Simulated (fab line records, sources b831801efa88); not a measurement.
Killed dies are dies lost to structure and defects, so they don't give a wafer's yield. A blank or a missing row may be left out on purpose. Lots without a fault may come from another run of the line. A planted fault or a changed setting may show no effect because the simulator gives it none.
fab line records | flow sky130
record lots=6 wafers=18 last_day=50
route steps=708 shown GATE_OXIDE@191 POLY_GATE@204 PAD_OPEN@708
lots that met no fault: from a run of the same line without faults
start_h: hours from the record's first day to the start of the lot's first wafer shown | wait_h: hours since the lot's step before | " the same as in the row above | L1.1+2: a row that stands for several wafers | - no value, or no start given | * or withheld: withheld | < > ~ a bound
route shown NAME@n: a module of which the file shows steps, and the number in the route of the first | usual: mean/standard deviation of fault-free wafers | same: alike in all rows | chamber/n: place in a boat | sites: the reading at each site | _std_site: their standard deviation | _edge_site: outer sites' mean less inner sites' | radius_mm: how far each site lies from the wafer's centre | mask NAME#n: copy n | behind: the tool/chamber that last shaped the wafer | hold: why the lot was held/for how many hours/how that ended | device: the transistor (n, p or np) that didn't switch | end of line: the same wafers' tests at the end of the route | a step without rows: its recipe alone | killed: dies lost to structure and defects at the first sort, not the wafer's yield | map: a wafer's dies, x killed, . not, _ none there
set.NAME: the setting as run; set.NAME@STEP: as run at that earlier step | model.NAME: the simulator's own value behind a step, which no gauge read
lots at some steps of the route; a table a step, a row a wafer
services: from which hour (start_h, from the record's first day; less than 0 if before it) a tool's chamber was out of use, for how many hours, and why
## steps
# step SKY_GATE_OXIDE_HMDS_04
# recipe prime_time_s=60 prime_temp_c=120
# step SKY_GATE_OXIDE_COAT_05
# recipe resist=NOVOLAK spin_rpm=3000 resist_thk_nm=1140
# step SKY_GATE_OXIDE_SOFTBAKE_06
# recipe temp_c=90 time_s=60 resist=NOVOLAK
# step SKY_GATE_OXIDE_EXPOSE_07
# recipe mask_id=LVOM na=0.6 source_shape=conventional sigma_outer=0.6 polarization=unpolarized target_cd_nm=600 dose_mj=170
# step SKY_GATE_OXIDE_PEB_08
# recipe temp_c=withheld time_s=* resist=NOVOLAK
# step SKY_GATE_OXIDE_DEVELOP_09
# recipe resist=NOVOLAK developer=TMAH develop_time_s=60 dev_temp_c=23
# step SKY_GATE_OXIDE_OVL_MEAS_10
# usual GATE_OXIDE_OVL=0.6/1.1
# columns lot.wafer tool chamber start_h wait_h GATE_OXIDE_OVL[nm]
L222.2 overlay-01 - 328.82 0.1 1.0
L222.5 " - " " 0.7
L222.6 " - " " 0.5
L223.1 overlay-01 - 329.12 0.1 0.4
L223.2 " - " " -0.3
L223.3 " - " " -0.3
L234.1 overlay-02 - 413.86 0.1 1.8
L234.3 " - " " 1.9
L234.5 " - " " 2.3
L235.1 overlay-02 - 427.70 0.1 -0.5
L235.4 " - " " 0.9
L235.6 " - " " -0.3
L240.3 overlay-02 - 476.52 0.1 0.0
L240.4 " - " " -0.6
L240.5 " - " " 0.4
L242.2 overlay-02 - 492.02 0.1 2.4
L242.3 " - " " 2.1
L242.5 " - " " 1.8
# step SKY_GATE_OXIDE_IMPLANT_11
# recipe species=B energy_kev=10 dose_cm2=2.642e+12 tilt_deg=withheld
# step SKY_GATE_OXIDE_WET_ETCH_12
# recipe chemistry=dHF target_depth_nm=16.8 dry=n2_spin target=SiO2 dilution=100:1 temp_c=25 time_s=336
# step SKY_GATE_OXIDE_STRIP_13
# recipe chemistry=O2/N2 power_w=1400 pressure_mtorr=1500 platen_temp_c=withheld o2_flow_sccm=3000 n2_flow_sccm=300 overash_fraction=0.5
# usual drypump_motor_current_A=5.91/0.27 oes_product_au=0.716/0.0046 strip_time_to_endpoint_s=14.19/0.04
# columns lot.wafer tool chamber start_h wait_h drypump_motor_current_A oes_product_au rf_hours_counter_h strip_time_to_endpoint_s
L222.2 plasma_asher-01 1 329.10 0.0 6.26 0.715 22 14.22
L222.5 " 0 " " 5.97 0.710 - 14.20
L222.6 " 1 " " 6.27 0.718 - 14.26
L223.1 plasma_asher-04 1 329.40 0.0 6.14 0.716 64 14.14
L223.2 " 0 " " 5.58 0.703 64 14.16
L223.3 " 0 " " 5.58 0.716 - 14.12
L234.1 plasma_asher-02 1 414.16 0.0 5.80 0.718 75 14.19
L234.3 " 1 " " 5.77 0.718 - 14.20
L234.5 " 1 " " 5.74 0.723 - 14.17
L235.1 plasma_asher-01 1 427.99 0.0 6.31 0.714 31 14.19
L235.4 " 1 " " 6.31 0.721 - 14.14
L235.6 " 1 " " 6.29 0.714 - 14.14
L240.3 plasma_asher-04 1 476.83 0.0 6.19 0.725 - 14.13
L240.4 " 0 " " 5.59 0.714 - 14.14
L240.5 " 1 " " 6.19 0.715 - 14.19
L242.2 plasma_asher-04 0 492.30 0.0 5.59 0.720 6 14.14
L242.3 " 0 " " 5.60 0.720 - 14.13
L242.5 " 0 " " 5.60 0.719 - 14.10
# step SKY_GATE_OXIDE_TW_MEAS_14
# usual GATE_OXIDE_TW=226.3/1.4
# columns lot.wafer tool chamber start_h wait_h GATE_OXIDE_TW
L222.2 film_metro-03 - 329.21 0.1 227.3
L222.5 " - " " 227.9
L222.6 " - " " 227.5
L223.1 film_metro-03 - 329.50 0.1 226.9
L223.2 " - " " 226.0
L223.3 " - " " 226.9
L234.1 film_metro-03 - 414.26 0.1 227.2
L234.3 " - " " 226.1
L234.5 " - " " 227.7
L235.1 film_metro-03 - 428.09 0.1 227.1
L235.4 " - " " 227.9
L235.6 " - " " 227.2
L240.3 film_metro-04 - 476.92 0.1 225.8
L240.4 " - " " 226.6
L240.5 " - " " 224.8
L242.2 film_metro-01 - 492.41 0.1 223.8
L242.3 " - " " 225.6
L242.5 " - " " 225.0
# step SKY_GATE_OXIDE_CLEAN_15
# recipe chemistry=SC1/SC2 mix=1:4:20 temp_c=70 time_s=150 dry=n2_spin
# step SKY_GATE_OXIDE_OXIDATION_16
# recipe temp_c=800 ambient=O2 idle_temp_c=700 ramp_up_c_per_min=10 ramp_down_c_per_min=3 stabilise_s=600 purge_s=300 target_thk_a=35.7 ox_time_s=1915
# usual ramp_down_c_per_min=3.0000/0.00054 ramp_up_c_per_min=9.9999/0.0019 spike_tc_bottom_C=822/3.9 zone_power_upper_pct=13.23/0.17
# columns lot.wafer tool chamber start_h wait_h ramp_down_c_per_min ramp_up_c_per_min spike_tc_bottom_C zone_power_upper_pct model.SiO2_of_GATE_OXIDE_OXIDATION_01.thk_nm
L222.2 furnace-02 0 329.31 0.0 2.9996 9.9983 819 13.32 11.93
L222.5 " 0 " " 3.0003 10.002 818 13.51 11.92
L222.6 " 0 " " 2.9993 10.001 818 13.38 11.94
L223.1 furnace-01 0 329.61 0.0 2.9994 10.003 825 13.12 11.91
L223.2 " 0 " " 2.9998 10.000 826 13.25 11.72
L223.3 " 0 " " 3.0006 10.003 826 13.06 11.75
L234.1 furnace-01 0 415.42 1.1 2.9999 10.002 825 12.95 11.06
L234.3 " 0 " " 2.9992 9.9993 826 13.07 11.06
L234.5 " 0 " " 3.0012 10.001 826 13.19 11.37
L235.1 furnace-01 0 428.21 0.0 2.9995 9.9982 826 12.92 11.13
L235.4 " 0 " " 2.9995 10.002 827 13.10 11.27
L235.6 " 0 " " 3.0003 9.9980 825 13.13 11.23
L240.3 furnace-02 0 477.02 0.0 2.9993 10.000 818 13.37 11.76
L240.4 " 0 " " 3.0009 9.9964 819 13.38 11.76
L240.5 " 0 " " 2.9992 9.9996 817 13.59 11.83
L242.2 furnace-02 0 492.51 0.0 2.9997 9.9970 817 13.49 11.77
L242.3 " 0 " " 3.0001 9.9999 817 13.26 11.6
L242.5 " 0 " " 2.9996 9.9990 817 13.44 11.67
# step SKY_POLY_GATE_CVD_00
# recipe material=poly-Si target_thk_nm=180 temp_c=620 time_s=720 pressure_mtorr=200
# step SKY_PAD_OPEN_PROBE_99
# usual killed_at_M0_to_M3=43/7.5 killed_at_M4_up=3.0/1.6 killed_at_contacts=23/5.8 killed_at_front_end=14/4.8 killed_at_other=0.3/0.52 killed_dies=84/9.1 killed_open=47/7.2 killed_short=37/5.8
# same gross_dies=492 killed_at_back_side=0
# columns lot.wafer tool chamber start_h wait_h killed_at_M0_to_M3 killed_at_M4_up killed_at_contacts killed_at_front_end killed_at_other killed_dies killed_open killed_short model.etest.pfet_01v8.r_on_ohm_um model.etest.nfet_01v8_lvt.drive_ua_um model.etest.nfet_01v8_turned.drive_ua_um model.etest.nfet_01v8_swapped.drive_ua_um model.etest.nfet_01v8.drive_ua_um model.etest.nfet_01v8.r_on_ohm_um model.etest.sram_nfet_pass.drive_ua_um model.etest.nfet_g5v0d10v5.drive_ua_um
L222.2 prober-01 - 1096.06 0.1 59 2 24 17 0 102 48 54 2846 557.6 491.4 486.6 491.6 838.2 470.6 588.7
L222.5 prober-01 - 1096.21 0.2 49 3 18 9 0 79 43 36 2856 566.3 495.2 494.7 495.9 830.8 490.8 586.2
L222.6 prober-01 - 1096.26 0.2 54 1 19 19 1 94 56 38 2873 549.8 482.4 480.6 480.4 865.4 467.3 588.2
L223.1 prober-01 - 1097.51 0.1 34 3 22 24 0 83 42 41 2982 580.7 506.4 509.9 506.9 828.5 484.3 595.5
L223.2 prober-01 - 1097.56 0.1 50 2 23 19 0 94 44 50 3074 566 495.7 493.8 489.7 855.2 483.8 601.8
L223.3 prober-01 - 1097.61 0.2 51 2 19 10 0 82 42 40 2894 584.5 517.5 516.2 514.1 821 526.3 603.6
L234.1 prober-01 - 1153.39 0.1 46 4 30 15 0 95 50 45 2871 619.5 549 544.5 547.1 805.7 536.1 634.6
L234.3 prober-01 - 1153.49 0.2 31 5 22 13 1 72 39 33 2788 646.4 571.3 571 570.5 769.3 567.6 637
L234.5 prober-01 - 1153.59 0.2 37 1 26 15 0 79 36 43 2758 647.8 585.4 577.5 578 763.5 575.7 619.4
L235.1 prober-02 - 1160.26 0.1 42 4 22 19 0 87 46 41 2830 613.1 548.3 546.2 540.8 801.2 539.4 631.5
L235.4 prober-02 - 1160.41 0.2 27 2 24 15 0 68 37 31 2779 624.9 557.8 556.4 553 774 520.4 623.4
L235.6 prober-02 - 1160.51 0.2 43 5 20 10 0 78 49 29 2861 620.4 552.1 547.6 540.8 805.2 544.6 622.7
L240.3 prober-01 - 1184.08 0.2 64 2 15 10 0 91 51 40 2914 574.5 501.4 495.9 496.4 836.9 483 602.7
L240.4 prober-01 - 1184.13 0.2 47 3 20 15 0 85 49 36 2852 585.4 519.9 521.9 512.9 803.3 525.6 602.7
L240.5 prober-01 - 1184.18 0.2 51 1 13 12 0 77 50 27 2912 585.8 514.3 517.8 511.2 815.3 498.9 600.5
L242.2 prober-01 - 1194.56 0.1 44 6 13 19 0 82 46 36 2979 562.7 495.7 498.1 495.5 844.7 473.8 601
L242.3 prober-01 - 1194.61 0.2 38 4 19 18 0 79 49 30 2917 578.5 510.2 507.5 509.3 829 507.6 611.6
L242.5 prober-01 - 1194.71 0.2 38 0 34 16 0 88 54 34 2830 570.1 496.2 498.4 495.7 837.2 498.3 609.3
# killed by level:class
L222.2 VIA1:geometric_particle:open=14 METAL1:geometric_particle:short=13 CONTACT:geometric_particle:open=10 VIA1:geometric_particle:short=9 FIELD_ISO:geometric_particle:open=5 METAL2:geometric_particle:short=5 METAL3:geometric_particle:short=5 FIELD_ISO:geometric_particle:short=4
L222.5 METAL1:geometric_particle:short=9 VIA1:geometric_particle:open=9 LI_CONTACT:geometric_particle:open=8 VIA2:geometric_particle:open=8 VIA3:geometric_particle:open=8 CONTACT:geometric_particle:open=5 VIA1:geometric_particle:short=5 FIELD_ISO:geometric_particle:short=4
L222.6 VIA3:geometric_particle:open=9 VIA1:geometric_particle:open=8 METAL2:geometric_particle:short=8 FIELD_ISO:geometric_particle:open=7 LI_CONTACT:geometric_particle:open=7 CONTACT:geometric_particle:open=6 VIA2:geometric_particle:open=6 FIELD_ISO:geometric_particle:short=5
L223.1 VIA2:geometric_particle:open=8 FIELD_ISO:geometric_particle:short=7 METAL3:geometric_particle:short=6 LI_CONTACT:geometric_particle:short=6 CONTACT:geometric_particle:open=6 VIA3:geometric_particle:open=5 POLY_GATE:geometric_particle:short=4 POLY_GATE:geometric_particle:open=4
L223.2 VIA1:geometric_particle:open=12 METAL2:geometric_particle:short=8 CONTACT:geometric_particle:open=8 VIA1:geometric_particle:short=7 VIA3:geometric_particle:open=6 CONTACT:geometric_particle:short=6 POLY_GATE:geometric_particle:open=5 METAL1:geometric_particle:short=5
L223.3 VIA1:geometric_particle:open=12 VIA2:geometric_particle:open=9 VIA1:geometric_particle:short=7 METAL2:geometric_particle:short=7 CONTACT:geometric_particle:open=6 LI_CONTACT:geometric_particle:open=4 CONTACT:geometric_particle:short=4 VIA3:geometric_particle:open=4
L234.1 VIA3:geometric_particle:open=8 LI_CONTACT:geometric_particle:open=8 CONTACT:geometric_particle:short=7 CONTACT:geometric_particle:open=7 METAL1:geometric_particle:short=7 METAL2:geometric_particle:short=6 VIA2:geometric_particle:open=6 FIELD_ISO:geometric_particle:short=5
L234.3 VIA2:geometric_particle:open=8 VIA1:geometric_particle:open=7 LI_CONTACT:geometric_particle:short=7 VIA3:geometric_particle:open=6 LI_CONTACT:geometric_particle:open=5 LOCAL_INTERCONNECT:geometric_particle:short=5 FIELD_ISO:geometric_particle:short=3 POLY_GATE:geometric_particle:open=3
L234.5 VIA2:geometric_particle:open=9 FIELD_ISO:geometric_particle:short=7 CONTACT:geometric_particle:short=7 VIA1:geometric_particle:open=6 LOCAL_INTERCONNECT:geometric_particle:short=6 CONTACT:geometric_particle:open=6 LI_CONTACT:geometric_particle:open=4 METAL2:geometric_particle:short=4
L235.1 VIA3:geometric_particle:open=9 FIELD_ISO:geometric_particle:open=7 LI_CONTACT:geometric_particle:open=7 VIA1:geometric_particle:open=7 FIELD_ISO:geometric_particle:short=6 LOCAL_INTERCONNECT:geometric_particle:short=6 VIA1:geometric_particle:short=6 VIA2:geometric_particle:open=6
L235.4 CONTACT:geometric_particle:open=10 LI_CONTACT:geometric_particle:open=6 VIA2:geometric_particle:open=5 CONTACT:geometric_particle:short=5 VIA1:geometric_particle:open=5 POLY_GATE:geometric_particle:short=4 FIELD_ISO:geometric_particle:open=3 FIELD_ISO:geometric_particle:short=3
L235.6 CONTACT:geometric_particle:open=12 VIA1:geometric_particle:open=10 METAL1:geometric_particle:short=9 VIA2:geometric_particle:open=7 FIELD_ISO:geometric_particle:open=5 METAL4:geometric_particle:short=5 VIA1:geometric_particle:short=4 LI_CONTACT:geometric_particle:open=3
L240.3 VIA1:geometric_particle:open=12 VIA2:geometric_particle:open=11 METAL1:geometric_particle:short=10 LI_CONTACT:geometric_particle:open=7 METAL2:geometric_particle:short=7 CONTACT:geometric_particle:open=6 VIA1:geometric_particle:short=6 VIA2:geometric_particle:short=6
L240.4 VIA2:geometric_particle:open=10 VIA1:geometric_particle:open=9 CONTACT:geometric_particle:open=9 VIA3:geometric_particle:open=6 FIELD_ISO:geometric_particle:short=5 VIA2:geometric_particle:short=5 CONTACT:geometric_particle:short=5 FIELD_ISO:geometric_particle:open=4
L240.5 VIA1:geometric_particle:open=16 CONTACT:geometric_particle:open=7 VIA3:geometric_particle:open=7 LI_CONTACT:geometric_particle:open=5 VIA1:geometric_particle:short=5 METAL3:geometric_particle:short=4 METAL1:geometric_particle:short=4 VIA2:geometric_particle:open=4
L242.2 VIA3:geometric_particle:open=8 CONTACT:geometric_particle:open=8 VIA2:geometric_particle:open=8 POLY_GATE:geometric_particle:short=7 VIA1:geometric_particle:open=6 FIELD_ISO:geometric_particle:short=5 VIA1:geometric_particle:short=4 VIA2:geometric_particle:short=4
L242.3 VIA1:geometric_particle:open=11 VIA2:geometric_particle:open=7 FIELD_ISO:geometric_particle:open=6 VIA1:geometric_particle:short=6 CONTACT:geometric_particle:open=6 VIA3:geometric_particle:open=6 POLY_GATE:geometric_particle:short=5 METAL2:geometric_particle:open=5
L242.5 CONTACT:geometric_particle:open=14 LI_CONTACT:geometric_particle:open=11 VIA3:geometric_particle:open=8 FIELD_ISO:geometric_particle:short=6 VIA1:geometric_particle:open=6 METAL2:geometric_particle:short=6 VIA2:geometric_particle:open=6 SPACER:geometric_particle:short=4
## services
# columns tool chamber start_h hours kind
plasma_asher-02 - 307.86 1.8 repair
furnace-01 - 342.07 3.5 pm
plasma_asher-01 - 360.87 1.6 repair
plasma_asher-04 - 384.05 2.2 repair
furnace-02 - 385.61 14.2 pm
furnace-01 - 400.13 4.5 pm
plasma_asher-04 - 401.92 2.2 repair
furnace-02 - 418.74 1.0 repair
plasma_asher-04 - 421.25 9.0 pm
plasma_asher-04 0 421.25 9.0 vent_cycle
plasma_asher-04 1 421.25 9.0 vent_cycle
plasma_asher-04 0 430.25 - clean
plasma_asher-04 1 430.25 - clean
plasma_asher-01 - 480.93 4.5 repair
plasma_asher-01 - 488.27 3.8 repair
## key
first_sign none at tools or gauges
model_effect step=SKY_GATE_OXIDE_OXIDATION_16 value=SiO2_of_GATE_OXIDE_OXIDATION_01.thk_nm without=11.52 struck=11.19
model_effect step=SKY_PAD_OPEN_PROBE_99 value=etest.pfet_01v8.r_on_ohm_um without=2947 struck=2814
met_at SKY_GATE_OXIDE_OXIDATION_16
struck_wafers L234.1,L234.3,L234.5,L235.1,L235.4,L235.6
tester_left_out L234,L235
onset_between 329.61 415.42
fault kind=process_parameter_drift tool=furnace-01 chamber=- onset_h=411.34 steps=SKY_GATE_OXIDE_OXIDATION_16 channel=ox_time_s offset=* shape=step end_h=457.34 acts_in=* stated=*
# tester_left_out: of these lots the tester's yield and bins aren't shown, on N5 and GAA mostly nor the transistor test; their killed dies are dies lost to structure and defects alone, not to doping, threshold or leakage, so they don't give the yield
